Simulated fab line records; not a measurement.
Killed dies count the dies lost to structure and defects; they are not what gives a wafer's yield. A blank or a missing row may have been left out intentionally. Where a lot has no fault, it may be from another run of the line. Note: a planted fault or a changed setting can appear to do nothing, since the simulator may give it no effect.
What tool caused it? || flow sky130 || 17 wafers from 6 lots sampled at 2 of the route's 708 steps

## WHAT THE GAUGES READ, wafer by wafer
SKY_METAL1_CD_MEAS_15 targets a cd of 140 nm.
{"lot": "L749", "measured": "day 33 10:05", "on": "cd sem-01", "cd nm (nm)": "139.1 140.4 140.1"}
{"lot": "L751", "measured": "day 34 05:05", "on": "cd sem-02", "cd nm (nm)": "141.0 140.6 140.9"}
{"lot": "L753", "measured": "day 34 22:26", "on": "cd sem-02", "cd nm (nm)": "142.1 142.3 143.2"}
{"lot": "L757", "measured": "day 36 06:24", "on": "cd sem-02", "cd nm (nm)": "136.7 136.8 136.2"}
{"lot": "L767", "measured": "day 39 00:37", "on": "cd sem-02", "cd nm (nm)": "140.0 138.9"}
{"lot": "L771", "measured": "day 40 00:20", "on": "cd sem-02", "cd nm (nm)": "140.2 139.9 140.2"}

## TOOL THAT RAN EACH LOT (tool first, then ch and the chambers of the sampled wafers, then the start)
{"lot": "L749", "SKY_CONTACT_STRIP_19": "plasma asher-03 ch 0,1, day 32 05:41"}
{"lot": "L751", "SKY_CONTACT_STRIP_19": "plasma asher-03 ch 0,1, day 33 00:47"}
{"lot": "L753", "SKY_CONTACT_STRIP_19": "plasma asher-04 ch 0,1, day 33 17:47"}
{"lot": "L757", "SKY_CONTACT_STRIP_19": "plasma asher-01 ch 0,1, day 35 02:05"}
{"lot": "L767", "SKY_CONTACT_STRIP_19": "plasma asher-01 ch 1, day 37 20:59"}
{"lot": "L771", "SKY_CONTACT_STRIP_19": "plasma asher-04 ch 1, day 38 21:44"}
- SKY_CONTACT_STRIP_19: strips in O2/N2.

## THE ANSWER, worked out from the rows above alone
Rule: what is usual is taken from the lots themselves. The widest of any qualifying gaps counts: lots, ordered by their means at a reading, are off when they make up no more than a third of the lots, leave a main group of 4 or more, and stand apart from it by 3 or more times the standard deviation of that group's means. A main group is skipped when, at the precision printed for the reading in the tables above, its means are all equal. Also off: a lot with no number at a reading for which 4 or more lots have one. All remaining lots with rows at the step are treated as sound.
None of the lots is off at any reading shown; this tells nothing.

## WHAT THE SIMULATOR HAD PUT IN
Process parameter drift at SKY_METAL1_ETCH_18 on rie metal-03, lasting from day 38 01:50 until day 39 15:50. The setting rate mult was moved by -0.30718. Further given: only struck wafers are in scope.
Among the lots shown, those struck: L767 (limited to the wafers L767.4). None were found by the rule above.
